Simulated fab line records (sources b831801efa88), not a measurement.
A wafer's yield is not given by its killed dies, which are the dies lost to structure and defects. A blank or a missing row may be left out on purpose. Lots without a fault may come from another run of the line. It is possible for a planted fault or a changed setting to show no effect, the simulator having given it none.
What tool caused it? + flow sky130 + 36 wafers from 12 lots sampled at 4 of the route's 708 steps

== WHAT THE GAUGES READ, wafer by wafer ==
SKY_VT_ADJUST_LVTN_OVL_MEAS_07.
| lot  | measured     | on         | VT_ADJUST_LVTN_OVL (nm) |
|------|--------------|------------|-------------------------|
| L407 | day 7 14:37  | overlay-01 | 0.3 0.2 1.2             |
| L406 | day 7 15:34  | overlay-02 | -0.1 -0.3 1.3           |
| L408 | day 8 02:19  | overlay-01 | 2.1 0.5 -0.1            |
| L409 | day 8 04:28  | overlay-01 | 2.3 3.1 2.6             |
| L412 | day 9 03:45  | overlay-02 | 1.2 1.8 3.4             |
| L413 | day 9 15:04  | overlay-01 | 0.0 1.4 1.5             |
| L414 | day 9 19:31  | overlay-01 | -0.7 0.1 -2.2           |
| L415 | day 9 21:19  | overlay-01 | -0.4 -2.0 -1.2          |
| L423 | day 12 10:01 | overlay-02 | -1.7 -1.9 -2.7          |
| L424 | day 12 14:01 | overlay-01 | 0.1 -0.8 -0.5           |
| L425 | day 13 04:59 | overlay-01 | -1.0 -0.1 -0.7          |
| L427 | day 13 13:42 | overlay-01 | 0.0 -0.4 0.5            |

SKY_POLY_GATE_THK_MEAS_21.
| lot  | measured     | on            | POLY_GATE_OXIDATION_THK (nm) |
|------|--------------|---------------|------------------------------|
| L407 | day 18 06:06 | film_metro-02 | 3.97 3.97 4.03               |
| L406 | day 18 06:06 | film_metro-01 | 3.94 3.94 3.91               |
| L408 | day 18 06:09 | film_metro-01 | 3.86 3.87 3.86               |
| L409 | day 18 12:40 | film_metro-01 | 4.01 3.98 4.01               |
| L412 | day 19 15:13 | film_metro-01 | 3.90 3.87 3.89               |
| L413 | day 20 06:25 | film_metro-04 | 4.09 3.96 4.02               |
| L414 | day 20 08:04 | film_metro-01 | 3.90 3.98 3.95               |
| L415 | day 20 12:51 | film_metro-01 | 3.97 3.99 3.90               |
| L423 | day 23 20:31 | film_metro-04 | 4.71 4.53 4.19               |
| L424 | day 24 02:31 | film_metro-02 | 5.11 5.21 5.04               |
| L425 | day 24 19:01 | film_metro-04 | 5.20 5.21 5.16               |
| L427 | day 25 03:40 | film_metro-02 | 3.93 3.85 3.89               |

SKY_LI_CONTACT_THK_MEAS_23: measures by xrf.
| lot  | measured     | on            | LI_CONTACT_W_THK (nm) |
|------|--------------|---------------|-----------------------|
| L407 | day 30 18:28 | film_metro-02 | 404 403 409           |
| L406 | day 30 19:50 | film_metro-01 | 405 406 405           |
| L408 | day 30 21:03 | film_metro-04 | 407 407 405           |
| L409 | day 31 00:04 | film_metro-02 | 403 408 409           |
| L412 | day 32 04:07 | film_metro-02 | 409 414 412           |
| L413 | day 32 17:15 | film_metro-04 | 413 411 411           |
| L414 | day 32 16:01 | film_metro-01 | 400 400 396           |
| L415 | day 32 20:15 | film_metro-01 | 403 391 397           |
| L423 | day 35 19:29 | film_metro-02 | 407 409 407           |
| L424 | day 36 02:10 | film_metro-01 | 403 404 406           |
| L425 | day 36 14:48 | film_metro-02 | 410 415 421           |
| L427 | day 36 23:37 | film_metro-02 | 413 415 409           |

== WHAT TOOL EACH LOT RAN ON (gives the tool, then ch and the chambers of the sampled wafers, and finally the start) ==
| lot  | SKY_POLY_GATE_OXIDATION_20    |
|------|-------------------------------|
| L407 | furnace-01 ch 0, day 18 04:50 |
| L406 | furnace-01 ch 0, day 18 04:50 |
| L408 | furnace-01 ch 0, day 18 04:50 |
| L409 | furnace-01 ch 0, day 18 11:25 |
| L412 | furnace-01 ch 0, day 19 13:58 |
| L413 | furnace-02 ch 0, day 20 05:09 |
| L414 | furnace-02 ch 0, day 20 06:49 |
| L415 | furnace-02 ch 0, day 20 11:35 |
| L423 | furnace-01 ch 0, day 23 19:16 |
| L424 | furnace-01 ch 0, day 24 01:16 |
| L425 | furnace-01 ch 0, day 24 17:44 |
| L427 | furnace-02 ch 0, day 25 02:25 |
- SKY_POLY_GATE_OXIDATION_20: stabilise 600 s, purge 300 s, target thk 4 nm.

== AS READ BY THE TOOLS THEMSELVES (means over the sampled wafers that have a number; for cases with no such wafer, the mark the record gives instead) ==
SKY_POLY_GATE_OXIDATION_20.
| lot  | tool       | spike_tc_centre_C (C) | spike_tc_lower_C (C) | spike_tc_upper_C (C) | zone_power_centre_pct (%) | zone_power_lower_pct (%) | zone_power_upper_pct (%) |
|------|------------|-----------------------|----------------------|----------------------|---------------------------|--------------------------|--------------------------|
| L407 | furnace-01 | 849.3                 | 852.1                | 850.5                | 22.1                      | 15.3                     | 18.8                     |
| L406 | furnace-01 | 849.0                 | 850.4                | 850.7                | 22.0                      | 15.2                     | 18.6                     |
| L408 | furnace-01 | 849.0                 | 851.1                | 850.4                | 22.0                      | 15.4                     | 18.7                     |
| L409 | furnace-01 | 850.7                 | 849.8                | 851.0                | 22.1                      | 15.3                     | 18.9                     |
| L412 | furnace-01 | 849.8                 | 851.4                | 850.4                | 21.9                      | 15.4                     | 18.7                     |
| L413 | furnace-02 | 852.4                 | 851.5                | 849.6                | 18.1                      | 17.1                     | 15.6                     |
| L414 | furnace-02 | 851.8                 | 850.3                | 849.0                | 18.1                      | 16.9                     | 15.6                     |
| L415 | furnace-02 | 852.6                 | 851.2                | 849.6                | 18.1                      | 16.9                     | 15.7                     |
| L423 | furnace-01 | 894.0                 | 845.4                | 844.4                | 41.2                      | 8.1                      | 10.0                     |
| L424 | furnace-01 | 894.1                 | 846.6                | 844.8                | 41.6                      | 8.1                      | 10.0                     |
| L425 | furnace-01 | 893.6                 | 846.8                | 845.2                | 41.4                      | 8.1                      | 9.9                      |
| L427 | furnace-02 | 852.4                 | 850.5                | 849.7                | 17.9                      | 17.0                     | 15.5                     |

== THE ANSWER, worked out from the rows above alone ==
Rule: usual is defined by the lots themselves. Put in order of their means at a reading, lots are off if they are a third of the lots or fewer, leave a main group of 4 or more, and stand apart from it by a gap of 3 or more times the standard deviation of the main group's means; of several such gaps the widest counts. The tables above print the reading to a certain number of digits; a main group whose means all agree to those digits is not used. Also off: a lot with no number at a reading for which 4 or more lots have one. Where the step has rows for the other lots, those lots are counted as sound. After the gauges, taken in route order, come the tools' own readings; for these a lot's mean is taken, as printed above. At the first step where some lot is off, the reading lying furthest off is the one used; lots without a number count as furthest.
Off: at SKY_POLY_GATE_THK_MEAS_21 (POLY_GATE_OXIDATION_THK), L423, L424, L425. The main group has a mean of 3.94 nm with a standard deviation of 0.052.
A tool fits if, at a process step before that reading, it ran every lot that is off, and no sound lot after the first of them. Not tried: the gauges at SKY_POLY_GATE_THK_MEAS_21; whatever is off there is also off at SKY_POLY_GATE_OXIDATION_20, on other tools, and gauge error can't account for it. One fits: furnace-01 at SKY_POLY_GATE_OXIDATION_20. Its last sound lot is L412 (day 19 13:58), its first lot that is off L423 (day 23 19:16): a fault that began between those two fits.
The tool's own readings at SKY_POLY_GATE_OXIDATION_20 bear it out: on the lots that are off they differ by more than 5 times the standard deviation of the sound lots' means. spike_tc_centre_C reads 893.9 C there against 850.8 C on the sound lots; spike_tc_lower_C reads 846.3 C there against 850.9 C on the sound lots; spike_tc_upper_C reads 844.8 C there against 850.1 C on the sound lots; zone_power_centre_pct reads 41.4 % there against 20.3 % on the sound lots; zone_power_lower_pct reads 8.1 % there against 16.1 % on the sound lots.

== WHAT HAD BEEN PUT IN BY THE SIMULATOR ==
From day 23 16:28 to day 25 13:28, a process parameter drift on furnace-01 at SKY_POLY_GATE_OXIDATION_20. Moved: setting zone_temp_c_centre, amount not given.
Struck lots among those shown: L423, L424, L425. This agrees with what the rule above found.
